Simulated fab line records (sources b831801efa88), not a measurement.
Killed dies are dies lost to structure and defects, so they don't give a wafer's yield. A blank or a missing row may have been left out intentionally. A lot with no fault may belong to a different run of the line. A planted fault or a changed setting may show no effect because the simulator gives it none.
fab line records	flow sky130
record: lots: 10	wafers: 30	last_day: 50
route steps=708 shown METAL1@434 VIA1@467 PAD_OPEN@708
lots with no fault: from the same line, run without faults
start_h: hours from the record's opening day to when the first of the lot's shown wafers began	wait_h: hours from the lot's prior step to this one	" the same as in the row above	L1.1+2: several wafers, shown together as one row	- either no value or no given start	* or withheld: withheld	< > ~ a bound
route shown NAME@n: NAME is a module with steps in the file, n the number in the route of the first one	usual: the fault-free wafers' mean and standard deviation	same: alike in all rows	chamber/n: place in a boat	sites: readings site by site	_std_site: the standard deviation of these	_edge_site: mean of outer sites minus mean of inner sites	radius_mm: for every site, how far away it sits from the centre of the wafer	mask NAME#n: copy n	behind: tool/chamber where the wafer was last shaped	hold: why the lot was held/for how many hours/how that ended	device: the n, p or np transistor that did not switch	end of line: the route-end tests of the same wafers	step lacking rows: just its recipe	killed: dies that structure and defects cost at the first sort, which is not the same as the wafer's yield	map: per-die view of a wafer (x killed, . not killed, _ where there is no die)
set.NAME: the setting that was run; set.NAME@STEP: the one run at that earlier step	model.NAME: the simulator's own value behind a step, which no gauge read
route steps across a sampled set of lots; one table per step, one row per wafer
services: from which hour (start_h, from the record's first day; less than 0 if before it) a tool's chamber was out of use, for how many hours, and why
== steps ==
step: SKY_METAL1_SPUTTER_00
recipe: material: Ti	target_thk_nm: 15	power_w: 3000	time_s: 10	chamber_pressure_pa: 0.4
usual: throttle_valve_pct: 30.9/1.1
same: time_s: 10
lot.wafer	tool	chamber	start_h	wait_h	throttle_valve_pct
L902.2	pvd_sputter-01	-	738.95	0.1	31.6
L902.4	"	-	"	"	30.1
L902.5	"	-	"	"	31.3
L903.1	pvd_sputter-04	-	743.00	0.2	31.7
L903.2	"	-	"	"	30.8
L903.3	"	-	"	"	29.7
L906.2	pvd_sputter-01	-	772.44	0.1	31.6
L906.5	"	-	"	"	31.5
L906.6	"	-	"	"	31.9
L910.2	pvd_sputter-01	-	803.41	0.1	31.7
L910.5	"	-	"	"	31.3
L910.6	"	-	"	"	30.0
L911.1	pvd_sputter-04	-	806.80	0.1	32.5
L911.3	"	-	"	"	29.5
L911.4	"	-	"	"	30.9
L912.1	pvd_sputter-01	-	824.63	0.1	29.0
L912.3	"	-	"	"	30.4
L912.5	"	-	"	"	29.0
L913.3	pvd_sputter-03	-	838.45	0.2	32.1
L913.4	"	-	"	"	30.5
L913.6	"	-	"	"	29.8
L919.2	pvd_sputter-03	-	875.18	0.2	31.9
L919.3	"	-	"	"	32.2
L919.6	"	-	"	"	31.9
L918.3	pvd_sputter-03	-	875.96	0.1	29.5
L918.5	"	-	"	"	30.2
L918.6	"	-	"	"	29.5
L924.1	pvd_sputter-03	-	910.40	0.1	30.5
L924.2	"	-	"	"	29.9
L924.3	"	-	"	"	32.0
step: SKY_METAL1_SPUTTER_01
recipe: material: TiN	target_thk_nm: 20	power_w: 6500	time_s: 16.7	chamber_pressure_pa: 0.4
usual: throttle_valve_pct: 30.9/1.1
same: time_s: 16.7
lot.wafer	tool	chamber	start_h	wait_h	throttle_valve_pct
L902.2	pvd_sputter-01	-	738.98	0.0	31.3
L902.4	"	-	"	"	30.2
L902.5	"	-	"	"	31.4
L903.1	pvd_sputter-04	-	743.03	0.0	31.8
L903.2	"	-	"	"	31.0
L903.3	"	-	"	"	29.4
L906.2	pvd_sputter-01	-	772.47	0.0	31.3
L906.5	"	-	"	"	31.4
L906.6	"	-	"	"	32.3
L910.2	pvd_sputter-01	-	803.43	0.0	31.2
L910.5	"	-	"	"	31.4
L910.6	"	-	"	"	30.4
L911.1	pvd_sputter-04	-	806.83	0.0	32.3
L911.3	"	-	"	"	29.6
L911.4	"	-	"	"	31.2
L912.1	pvd_sputter-01	-	824.65	0.0	28.8
L912.3	"	-	"	"	30.4
L912.5	"	-	"	"	29.1
L913.3	pvd_sputter-03	-	838.47	0.0	32.0
L913.4	"	-	"	"	30.3
L913.6	"	-	"	"	30.0
L919.2	pvd_sputter-03	-	875.21	0.0	32.3
L919.3	"	-	"	"	31.9
L919.6	"	-	"	"	32.1
L918.3	pvd_sputter-03	-	875.99	0.0	29.5
L918.5	"	-	"	"	30.0
L918.6	"	-	"	"	29.7
L924.1	pvd_sputter-03	-	910.42	0.0	30.2
L924.2	"	-	"	"	29.9
L924.3	"	-	"	"	32.0
step: SKY_VIA1_EXPOSE_09
recipe: mask_id: VIM	na: 0.8	source_shape: annular	sigma_inner: 0.55	sigma_outer: 0.85	target_cd_nm: 150	dose_mj: 38
usual: exposure_dose_mJ_cm2: 38.00/0.036
same: na: 0.8
lot.wafer	tool	chamber	start_h	wait_h	mask	exposure_dose_mJ_cm2
L902.2	krf_scanner-01	0	780.74	-	VIM#0	37.97
L902.4	"	0	"	"	VIM#0	37.99
L902.5	"	0	"	"	VIM#0	37.97
L903.1	krf_scanner-02	0	784.42	-	VIM#0	37.94
L903.2	"	0	"	"	VIM#0	37.97
L903.3	"	0	"	"	VIM#0	37.97
L906.2	krf_scanner-01	0	813.91	-	VIM#0	37.97
L906.5	"	0	"	"	VIM#0	38.01
L906.6	"	0	"	"	VIM#0	38.00
L910.2	krf_scanner-02	0	844.57	-	VIM#0	38.87
L910.5	"	0	"	"	VIM#0	38.85
L910.6	"	0	"	"	VIM#0	38.85
L911.1	krf_scanner-02	0	848.32	-	VIM#0	38.84
L911.3	"	0	"	"	VIM#0	38.84
L911.4	"	0	"	"	VIM#0	38.84
L912.1	krf_scanner-01	0	865.60	-	VIM#0	37.96
L912.3	"	0	"	"	VIM#0	37.99
L912.5	"	0	"	"	VIM#0	38.04
L913.3	krf_scanner-01	0	879.91	-	VIM#0	37.99
L913.4	"	0	"	"	VIM#0	38.02
L913.6	"	0	"	"	VIM#0	37.98
L919.2	krf_scanner-01	0	914.74	-	VIM#0	38.04
L919.3	"	0	"	"	VIM#0	38.03
L919.6	"	0	"	"	VIM#0	38.00
L918.3	krf_scanner-01	0	915.78	-	VIM#0	37.97
L918.5	"	0	"	"	VIM#0	37.99
L918.6	"	0	"	"	VIM#0	37.95
L924.1	krf_scanner-01	0	948.92	-	VIM#0	38.03
L924.2	"	0	"	"	VIM#0	38.05
L924.3	"	0	"	"	VIM#0	37.98
step: SKY_VIA1_CD_MEAS_12
recipe: target_cd_nm: 150
usual: cd_nm: 150.3/1.6
lot.wafer	tool	chamber	start_h	wait_h	cd_nm
L902.2	cd_sem-01	-	793.94	-	148.5
L902.4	"	-	"	"	148.0
L902.5	"	-	"	"	149.4
L903.1	cd_sem-01	-	797.44	-	150.1
L903.2	"	-	"	"	149.7
L903.3	"	-	"	"	150.8
L906.2	cd_sem-02	-	826.91	-	148.6
L906.5	"	-	"	"	148.7
L906.6	"	-	"	"	149.2
L910.2	cd_sem-02	-	856.81	-	156.4
L910.5	"	-	"	"	156.2
L910.6	"	-	"	"	155.3
L911.1	cd_sem-01	-	860.87	-	152.5
L911.3	"	-	"	"	154.1
L911.4	"	-	"	"	153.1
L912.1	cd_sem-01	-	878.64	-	153.3
L912.3	"	-	"	"	151.6
L912.5	"	-	"	"	151.0
L913.3	cd_sem-02	-	892.11	-	148.9
L913.4	"	-	"	"	148.3
L913.6	"	-	"	"	147.5
L919.2	cd_sem-01	-	927.14	-	149.0
L919.3	"	-	"	"	148.2
L919.6	"	-	"	"	147.4
L918.3	cd_sem-01	-	927.81	-	151.5
L918.5	"	-	"	"	151.2
L918.6	"	-	"	"	151.2
L924.1	cd_sem-01	-	961.58	-	152.7
L924.2	"	-	"	"	151.8
L924.3	"	-	"	"	153.2
step: SKY_VIA1_ETCH_15
recipe: target: SiO2	chemistry: C4F8/O2/Ar	target_depth_nm: 351	stop_on: TiN	mask_material: KrF-thick	source_w: 1500	bias_w: 1200	pressure_mtorr: 40	c4f8_flow_sccm: withheld	O2_flow_sccm: 6	Ar_flow_sccm: 300	time_s: 54
usual: oes_product_au: 0.981/0.0054
same: time_s: 54
lot.wafer	tool	chamber	start_h	wait_h	oes_product_au	rf_hours_counter_h
L902.2	rie_diel-03	0	794.12	0.0	0.975	27
L902.4	"	2	"	"	0.981	22
L902.5	"	3	"	"	0.972	-
L903.1	rie_diel-03	1	797.64	0.0	0.977	8
L903.2	"	2	"	"	0.984	23
L903.3	"	0	"	"	0.985	27
L906.2	rie_diel-03	3	827.09	0.0	0.985	12
L906.5	"	1	"	"	0.971	-
L906.6	"	2	"	"	0.978	-
L910.2	rie_diel-02	0	856.99	0.0	0.981	8
L910.5	"	2	"	"	0.986	-
L910.6	"	0	"	"	0.975	-
L911.1	rie_diel-02	0	861.07	0.0	0.987	8
L911.3	"	3	"	"	0.976	14
L911.4	"	3	"	"	0.973	-
L912.1	rie_diel-01	0	878.84	0.0	0.983	10
L912.3	"	2	"	"	0.980	19
L912.5	"	0	"	"	0.992	-
L913.3	rie_diel-01	1	892.27	0.0	0.976	12
L913.4	"	0	"	"	0.978	10
L913.6	"	2	"	"	0.981	-
L919.2	rie_diel-03	2	927.32	0.0	0.981	26
L919.3	"	3	"	"	0.976	16
L919.6	"	1	"	"	0.985	-
L918.3	rie_diel-01	2	927.97	0.0	0.988	21
L918.5	"	0	"	"	0.976	-
L918.6	"	1	"	"	0.991	-
L924.1	rie_diel-01	1	961.77	0.0	0.976	14
L924.2	"	0	"	"	0.979	12
L924.3	"	2	"	"	0.979	22
step: SKY_PAD_OPEN_PROBE_99
usual: defect_limited_yield: 82.5/2.1	killed_at_M0_to_M3: 43/7.7	killed_at_M4_up: 3.4/1.9	killed_at_contacts: 25/5.6	killed_at_front_end: 14/4.3	killed_at_other: 0.2/0.5	killed_dies: 86/10	killed_open: 47/7.2	killed_short: 39/6.7	sort_bin_3_pad_short: 0.9/0.46	sort_bin_5_function: 10.4/1.5	sort_bin_6_memory: 6.2/1.2	sort_n_pass: 406/10	sort_yield_pct: 82.5/2.1
same: gross_dies: 492	killed_at_back_side: 0	sort_bin_4_leakage[%]: 0	sort_bin_8_speed[%]: 0
lot.wafer	tool	chamber	start_h	wait_h	defect_limited_yield[%]	killed_at_M0_to_M3	killed_at_M4_up	killed_at_contacts	killed_at_front_end	killed_at_other	killed_dies	killed_open	killed_short	sort_bin_3_pad_short[%]	sort_bin_5_function[%]	sort_bin_6_memory[%]	sort_n_pass	sort_yield_pct[%]
L902.2	prober-02	-	1078.20	0.1	83.3	48	4	16	13	1	82	45	37	0.4	10.8	5.5	410	83.3
L902.4	prober-02	-	1078.30	0.2	84.8	37	5	20	11	2	75	45	30	1.2	9.3	4.7	417	84.8
L902.5	prober-02	-	1078.35	0.2	88.0	35	2	16	6	0	59	28	31	1.0	6.9	4.1	433	88.0
L903.1	prober-01	-	1079.14	0.1	83.5	42	2	20	17	0	81	39	42	1.0	10.8	4.7	411	83.5
L903.2	prober-01	-	1079.19	0.1	81.5	38	1	29	21	2	91	50	41	0.8	9.6	8.1	401	81.5
L903.3	prober-01	-	1079.24	0.2	80.9	41	3	28	22	0	94	52	42	1.2	11.0	6.9	398	80.9
L910.2	prober-02	-	1129.59	0.1	82.9	30	2	35	17	0	84	50	34	0.6	11.0	5.5	408	82.9
L910.5	prober-02	-	1129.74	0.2	82.7	40	8	29	8	0	85	51	34	0.6	11.8	4.9	407	82.7
L910.6	prober-02	-	1129.79	0.2	85.6	40	1	18	12	0	71	40	31	1.0	7.9	5.5	421	85.6
L911.1	prober-01	-	1130.86	0.1	80.3	57	4	15	21	0	97	52	45	1.2	9.6	8.9	395	80.3
L911.3	prober-01	-	1130.96	0.2	82.7	38	3	27	17	0	85	48	37	1.8	10.6	4.9	407	82.7
L911.4	prober-01	-	1131.01	0.2	79.7	42	3	28	27	0	100	61	39	1.2	12.4	6.7	392	79.7
L912.1	prober-02	-	1143.14	0.1	85.0	41	1	17	15	0	74	40	34	0.6	9.8	4.7	418	85.0
L912.3	prober-02	-	1143.24	0.2	81.3	40	4	32	16	0	92	51	41	1.0	12.0	5.7	400	81.3
L912.5	prober-02	-	1143.34	0.2	85.6	37	2	24	8	0	71	37	34	0.8	8.7	4.9	421	85.6
killed by level:class
L902.2 VIA2:geometric_particle:open=9 VIA1:geometric_particle:open=9 METAL1:geometric_particle:short=6 VIA3:geometric_particle:short=6 VIA3:geometric_particle:open=6 LI_CONTACT:geometric_particle:open=5 CONTACT:geometric_particle:open=5 FIELD_ISO:geometric_particle:open=4
L902.4 VIA2:geometric_particle:open=10 CONTACT:geometric_particle:open=9 VIA3:geometric_particle:open=7 METAL1:geometric_particle:short=5 FIELD_ISO:geometric_particle:short=4 CONTACT:geometric_particle:short=4 VIA1:geometric_particle:short=4 LI_CONTACT:geometric_particle:open=3
L902.5 METAL2:geometric_particle:short=7 CONTACT:geometric_particle:short=6 CONTACT:geometric_particle:open=6 VIA3:geometric_particle:open=6 VIA1:geometric_particle:open=4 VIA1:geometric_particle:short=4 METAL3:geometric_particle:short=4 FIELD_ISO:geometric_particle:open=2
L903.1 VIA3:geometric_particle:short=8 VIA2:geometric_particle:open=7 VIA1:geometric_particle:open=7 CONTACT:geometric_particle:open=6 CONTACT:geometric_particle:short=5 METAL2:geometric_particle:short=5 LOCAL_INTERCONNECT:geometric_particle:short=4 POLY_GATE:geometric_particle:open=4
L903.2 CONTACT:geometric_particle:open=10 VIA1:geometric_particle:open=10 LI_CONTACT:geometric_particle:open=9 VIA1:geometric_particle:short=6 METAL1:geometric_particle:short=5 METAL2:geometric_particle:short=5 FIELD_ISO:geometric_particle:open=4 FIELD_ISO:geometric_particle:short=4
L903.3 CONTACT:geometric_particle:open=11 METAL2:geometric_particle:short=10 VIA1:geometric_particle:open=10 LI_CONTACT:geometric_particle:open=8 FIELD_ISO:geometric_particle:short=6 VIA3:geometric_particle:open=5 FIELD_ISO:geometric_particle:open=4 POLY_GATE:geometric_particle:open=4
L910.2 CONTACT:geometric_particle:open=12 LI_CONTACT:geometric_particle:open=9 LOCAL_INTERCONNECT:geometric_particle:short=7 VIA2:geometric_particle:open=7 FIELD_ISO:geometric_particle:short=6 VIA1:geometric_particle:open=6 METAL1:geometric_particle:short=5 FIELD_ISO:geometric_particle:open=4
L910.5 VIA1:geometric_particle:open=15 CONTACT:geometric_particle:open=13 LI_CONTACT:geometric_particle:open=6 VIA1:geometric_particle:short=6 LOCAL_INTERCONNECT:geometric_particle:short=6 METAL4:geometric_particle:short=6 VIA2:geometric_particle:open=4 METAL3:geometric_particle:short=4
L910.6 VIA1:geometric_particle:open=8 CONTACT:geometric_particle:open=6 METAL1:geometric_particle:short=6 METAL2:geometric_particle:short=6 VIA2:geometric_particle:open=6 LI_CONTACT:geometric_particle:open=5 FIELD_ISO:geometric_particle:short=4 CONTACT:geometric_particle:short=4
L911.1 VIA1:geometric_particle:open=18 METAL1:geometric_particle:short=11 VIA3:geometric_particle:open=6 FIELD_ISO:geometric_particle:short=5 POLY_GATE:geometric_particle:short=5 LI_CONTACT:geometric_particle:open=5 METAL2:geometric_particle:short=5 VIA1:geometric_particle:short=5
L911.3 CONTACT:geometric_particle:open=14 VIA1:geometric_particle:open=7 VIA2:geometric_particle:open=7 FIELD_ISO:geometric_particle:short=5 LI_CONTACT:geometric_particle:open=5 VIA3:geometric_particle:open=5 VIA1:geometric_particle:short=5 FIELD_ISO:geometric_particle:open=4
L911.4 VIA1:geometric_particle:open=15 FIELD_ISO:geometric_particle:open=11 CONTACT:geometric_particle:short=7 METAL1:geometric_particle:short=7 LI_CONTACT:geometric_particle:open=6 CONTACT:geometric_particle:open=6 VIA2:geometric_particle:open=6 FIELD_ISO:geometric_particle:short=5
L912.1 VIA1:geometric_particle:open=13 VIA3:geometric_particle:open=5 FIELD_ISO:geometric_particle:open=5 LI_CONTACT:geometric_particle:open=5 LI_CONTACT:geometric_particle:short=5 LOCAL_INTERCONNECT:geometric_particle:short=4 VIA1:geometric_particle:short=4 METAL2:geometric_particle:open=4
L912.3 LI_CONTACT:geometric_particle:open=10 CONTACT:geometric_particle:open=10 VIA1:geometric_particle:open=9 FIELD_ISO:geometric_particle:short=6 VIA1:geometric_particle:short=5 METAL2:geometric_particle:short=5 VIA2:geometric_particle:open=5 LOCAL_INTERCONNECT:geometric_particle:short=4
L912.5 CONTACT:geometric_particle:open=10 VIA2:geometric_particle:open=9 VIA1:geometric_particle:short=6 LI_CONTACT:geometric_particle:open=5 METAL2:geometric_particle:short=5 LI_CONTACT:geometric_particle:short=4 VIA1:geometric_particle:open=4 VIA2:geometric_particle:short=4
== services ==
tool	chamber	start_h	hours	kind
rie_diel-03	3	732.77	3.8	repair
krf_scanner-02	-	735.12	1.3	pm
krf_scanner-01	-	737.18	1.0	pm
rie_diel-02	1	743.77	8.0	repair
pvd_sputter-04	-	753.35	3.0	repair
krf_scanner-01	-	766.75	2.8	repair
rie_diel-03	2	766.97	14.4	repair
krf_scanner-01	-	775.40	0.3	repair
pvd_sputter-01	-	775.56	2.4	repair
krf_scanner-01	-	777.50	0.8	pm
krf_scanner-02	-	792.12	0.8	pm
pvd_sputter-03	-	796.38	8.3	repair
rie_diel-01	1	805.35	5.7	repair
krf_scanner-02	-	820.62	1.0	pm
krf_scanner-01	-	846.60	1.3	pm
rie_diel-03	2	871.72	34.7	repair
krf_scanner-01	-	886.15	4.0	pm
pvd_sputter-04	-	888.33	7.5	repair
krf_scanner-01	-	891.98	0.7	repair
krf_scanner-02	-	905.41	1.0	repair
krf_scanner-01	-	906.41	1.0	pm
krf_scanner-02	-	911.02	1.3	pm
krf_scanner-01	-	946.30	0.8	pm
krf_scanner-02	-	960.92	0.8	pm
== key ==
first_sign: step: SKY_VIA1_EXPOSE_09	reading: exposure_dose_mJ_cm2	direction: up	sigmas: 24	usual: *	struck: *
effect: step: SKY_VIA1_CD_MEAS_12	reading: cd_nm	direction: up	sigmas: 2.7	usual: 150.3	struck: 154.6
met_at SKY_VIA1_EXPOSE_09
struck_lots L910,L911
not_acting_at SKY_METAL1_SPUTTER_00,SKY_METAL1_SPUTTER_01,SKY_VIA1_ETCH_15
onset_between 784.42 844.57
fault: kind: process_parameter_drift	tool: krf_scanner-02	chamber: -	onset_h: 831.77	steps: SKY_VIA1_EXPOSE_09	channel: dose_mj	offset: 0.80859	shape: step	acts_in: these_recipes_only	stated: 38
